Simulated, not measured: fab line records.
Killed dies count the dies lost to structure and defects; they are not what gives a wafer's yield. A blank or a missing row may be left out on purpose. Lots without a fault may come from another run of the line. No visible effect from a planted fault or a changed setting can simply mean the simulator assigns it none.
A lot that was struck, set against a sound lot / flow sky130 / 35 steps out of a route of 708
Sound: the wafers L282.2, L282.3, L282.4. Struck: wafers L291.3, L291.5, L291.6. The cause comes at the end.
Per side, at each step with rows, come the tool, then ch with its chambers, and then its first start. Under that, the readings that differ: sound wafers / struck wafers / difference of the means / sigmas: that difference in standard deviations of wafers without a fault.
alike: same words and numbers on both sides, and readings whose means sit less than 2 such deviations apart. not compared: any withheld reading, any reading some wafer has no value for, any bound like >300 that may hide the same value, and any number with overlapping values for which the record gives no deviation.
The two part at a step that has a row with sigmas, a row that says differs or no value, or rows on one side only. Numbers that don't overlap but have no deviation are shown without sigmas and don't part them. A reading missing from all wafers of one side parts the sides only when that side holds two or more wafers.

first, 10 steps without rows for these wafers: SKY_METAL1_EXPOSE_12 (exposes mask MM1, target cd 140 nm); SKY_METAL1_PEB_13; SKY_METAL1_DEVELOP_14 (develop time 60 s); SKY_METAL1_DESCUM_17 (chemistry O2, time 8 s); SKY_METAL1_ETCH_18 (etches BARC in N2/H2, stops on SiO2, time 45.9 s, target depth 60 nm); SKY_METAL1_METAL_ETCH_19 (etches the open film in Cl2/BCl3, stops on SiO2, target depth 360 nm, time 78 s); SKY_METAL1_STRIP_20 (strips in O2/N2); SKY_METAL1_STRIP_21 (strips in post etch residue remover, time 1200 s); SKY_METAL1_CLEAN_22 (cleans in IPA, time 180 s); SKY_METAL1_CLEAN_23 (cleans in O3/DIW).
SKY_VIA1_HDPCVD_00: deposits SiO2, target thk 1030 nm, time 171.7 s.
  sound on hdpcvd-02 ch 0,1,2, day 33 00:49; struck on hdpcvd-01 ch 1,2, day 36 05:32
then, 23 steps without rows for these wafers: SKY_VIA1_CMP_02 (polishes SiO2); SKY_VIA1_DEHYDRATE_04 (time 60 s); SKY_VIA1_HMDS_05 (prime time 60 s); SKY_VIA1_COAT_06 (resist thk 60 nm); SKY_VIA1_COAT_07 (resist thk 450 nm); SKY_VIA1_SOFTBAKE_08 (time 90 s); SKY_VIA1_EXPOSE_09 (exposes mask VIM, target cd 150 nm); SKY_VIA1_PEB_10; SKY_VIA1_DEVELOP_11 (develop time 60 s); SKY_VIA1_ETCH_14 (etches BARC in N2/H2, stops on SiO2, time 45.9 s, target depth 60 nm); SKY_VIA1_ETCH_15 (etches SiO2 in C4F8/O2/Ar, stops on TiN, target depth 351 nm, time 54 s); SKY_VIA1_STRIP_16 (strips in O2/N2); SKY_VIA1_STRIP_17 (strips in post etch residue remover, time 1200 s); SKY_VIA1_CLEAN_18 (cleans in IPA, time 180 s); SKY_VIA1_CLEAN_19 (cleans in O3/DIW); SKY_VIA1_SPUTTER_20 (material TiN, target thk 20 nm, time 80 s); SKY_VIA1_CVD_21 (deposits W, target thk 270 nm, time 80.902 s); SKY_VIA1_CMP_24 (polishes, stops on SiO2, t overpolish 15 s, target thk 0 nm); SKY_METAL2_SPUTTER_00 (material Ti, target thk 15 nm, time 10 s); SKY_METAL2_SPUTTER_01 (material TiN, target thk 20 nm, time 16.7 s); SKY_METAL2_SPUTTER_02 (material AlCu, target thk 250 nm, time 13.3 s); SKY_METAL2_SPUTTER_03 (material Ti, target thk 5 nm, time 3.3 s); SKY_METAL2_SPUTTER_04 (material TiN, target thk 70 nm, time 58.3 s).
-- the record jumps here: 12 days lie between the struck wafers' starts before and after (it left off in module METAL2 and takes up again in module PAD_OPEN, whose first step shown is number 708 of the route) --
SKY_PAD_OPEN_PROBE_99:
  sound: prober-01 at day 46 00:58; struck: prober-01 at day 48 08:46
reading=hold; sound=- - -; struck=await-dispo/7.4h/release await-dispo/7.4h/release await-dispo/7.4h/release; difference=no value on the sound wafers; sigmas=
reading=defect-limited-yield (%); sound=83.3 83.1 86.4; struck=78.7 78.5 76.4; difference=-6.4; sigmas=-4
reading=killed_at_M0_to_M3; sound=36 42 36; struck=65 63 70; difference=+28; sigmas=+4
reading=killed-dies; sound=82 83 67; struck=105 106 116; difference=+32; sigmas=+4
reading=killed-on-rim; sound=24 12 15; struck=23 30 29; difference=+10; sigmas=+3
reading=sort_bin_5_function (%); sound=10.6 9.1 7.7; struck=13.0 13.8 13.8; difference=+4.4; sigmas=+3
reading=sort-n-pass; sound=410 409 425; struck=387 386 376; difference=-32; sigmas=-4
reading=sort-yield-pct (%); sound=83.3 83.1 86.4; struck=78.7 78.5 76.4; difference=-6.4; sigmas=-4
reading=model.etest.tester.sort-n-pass; sound=410 409 425; struck=387 386 376; difference=-32; sigmas=
reading=model.etest.tester.sort-yield-pct (%); sound=83.33 83.13 86.38; struck=78.66 78.46 76.42; difference=-6.43; sigmas=
reading=model.etest.tester.sort_bin_5_pct (%); sound=10.57 9.146 7.724; struck=13.01 13.82 13.82; difference=+4.40; sigmas=
reading=model.etest.tester.sort_bin_6_pct (%); sound=4.878 5.894 5.081; struck=7.114 7.114 7.52; difference=+1.965; sigmas=
  alike: killed_at_M4_up, killed-at-contacts, killed-at-front-end, killed-at-other, killed-open, killed-short, sort_bin_3_pad_short, sort_bin_6_memory
  not compared: model.etest.tester.sort_bin_3_pct

== WHERE THEY PART ==
At SKY_PAD_OPEN_PROBE_99 and nowhere else, as far as this record goes.

WHY: what had been put in by the simulator
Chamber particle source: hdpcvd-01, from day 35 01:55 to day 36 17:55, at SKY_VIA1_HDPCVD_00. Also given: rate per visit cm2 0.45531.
